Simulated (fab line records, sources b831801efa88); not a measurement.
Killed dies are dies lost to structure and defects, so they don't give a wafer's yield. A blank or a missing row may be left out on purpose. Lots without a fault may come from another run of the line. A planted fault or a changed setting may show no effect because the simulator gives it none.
A struck lot beside a sound one | flow sky130 | 15 steps out of a route of 708
Sound: wafers L732.1, L732.4, L732.6. Struck: wafers L746.3, L746.5, L746.6. The cause comes at the end.
At each step with rows: each side's tool, then ch and its chambers, then its first start. Under that, the readings that differ: sound wafers | struck wafers | difference of the means | sigmas: that difference in standard deviations of wafers without a fault.
alike: readings whose means differ by less than 2 such deviations, and words and numbers that are the same on both sides. not compared: withheld readings, readings that some wafer has no value for, bounds like >300 that may hide the same value, and numbers for which the record gives no deviation and whose values overlap.
The two part at a step that has a row with sigmas, a row that says differs or no value, or rows on one side only. Numbers that don't overlap but have no deviation are shown without sigmas and don't part them. A reading that every wafer of one side lacks parts them only if that side has two wafers or more.

SKY_LI_CONTACT_CD_MEAS_12: target cd 170 nm.
  sound on cd_sem-01, day 29 14:59; struck on cd_sem-01, day 34 00:49
  alike: cd_nm
SKY_LI_CONTACT_OVL_MEAS_13:
  sound on overlay-02, day 29 15:06; struck on overlay-01, day 34 00:55
  alike: LI_CONTACT_OVL
then, 1 step without rows for these wafers: SKY_LI_CONTACT_ETCH_14 (etches BARC in N2/H2, stops on SiO2, time 45.9 s, target depth 60 nm).
SKY_LI_CONTACT_ETCH_15: etches PSG in C4F8/O2/Ar, stops on Si, target depth 600 nm.
  sound on rie_diel-02 ch 0,1,2, day 29 15:11; struck on rie_diel-01 ch 0,3, day 34 00:59
  alike: oes_product_au
then, 3 steps without rows for these wafers: SKY_LI_CONTACT_STRIP_16 (strips in O2/N2); SKY_LI_CONTACT_CLEAN_17 (cleans in NMP, time 600 s); SKY_LI_CONTACT_PRE_CLEAN_18 (time 5.6 s).
SKY_LI_CONTACT_SPUTTER_19: material Ti, target thk 20 nm, time 106.37 s.
  sound on pvd_sputter-03, day 29 15:34; struck on pvd_sputter-01, day 34 01:22
  alike: substrate_temp_c, throttle_valve_pct
SKY_LI_CONTACT_SPUTTER_20: material TiN, target thk 20 nm, time 80 s.
  sound on pvd_sputter-03, day 29 15:38; struck on pvd_sputter-01, day 34 01:26
  alike: throttle_valve_pct
SKY_LI_CONTACT_CVD_21: deposits W, target thk 400 nm, time 120.56 s.
  sound on cvd_w-01 ch 0,1, day 29 15:41; struck on cvd_w-02 ch 0,1, day 34 01:32
  alike: heater_power_w
SKY_LI_CONTACT_RS_MEAS_22: measures by four-point-probe.
  sound on film_metro-01, day 29 15:49; struck on film_metro-01, day 34 01:40
  alike: LI_CONTACT_W_RS
SKY_LI_CONTACT_THK_MEAS_23: measures by xrf.
  sound on film_metro-01, day 29 15:56; struck on film_metro-01, day 34 01:46
  alike: LI_CONTACT_W_THK
SKY_LI_CONTACT_CMP_24: polishes, stops on PSG, t overpolish 20 s, target thk 0 nm.
  sound on cmp-02 ch 0,1, day 29 16:13; struck on cmp-02 ch 0,1,2, day 34 01:57
  reading              | sound                | struck               | difference | sigmas
  overpolish_run_s (s) | 20.012 20.002 19.998 | 13.161 13.157 13.157 | -6.846     | -99 or more
  t_overpolish_s (s)   | 20 20 20             | 13.159 13.159 13.159 | -6.841     |
  alike: motor_current_A, time_to_endpoint_s
SKY_LOCAL_INTERCONNECT_SPUTTER_00: material TiN, target thk 100 nm, time 83.3 s.
  sound on pvd_sputter-04, day 29 16:31; struck on pvd_sputter-04, day 34 02:06
  alike: substrate_temp_c, throttle_valve_pct
then, 1 step without rows for these wafers: SKY_PAD_OPEN_PROBE_99.

WHERE THEY PART
Only at SKY_LI_CONTACT_CMP_24, within this record. Later steps at which nothing parts them and some readings are alike: SKY_LOCAL_INTERCONNECT_SPUTTER_00.

WHY: what the simulator had put in
Process parameter drift: cmp-02, from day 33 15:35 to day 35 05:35, at SKY_LI_CONTACT_CMP_24. Setting t_overpolish_s, moved by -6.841, from 20. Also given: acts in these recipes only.
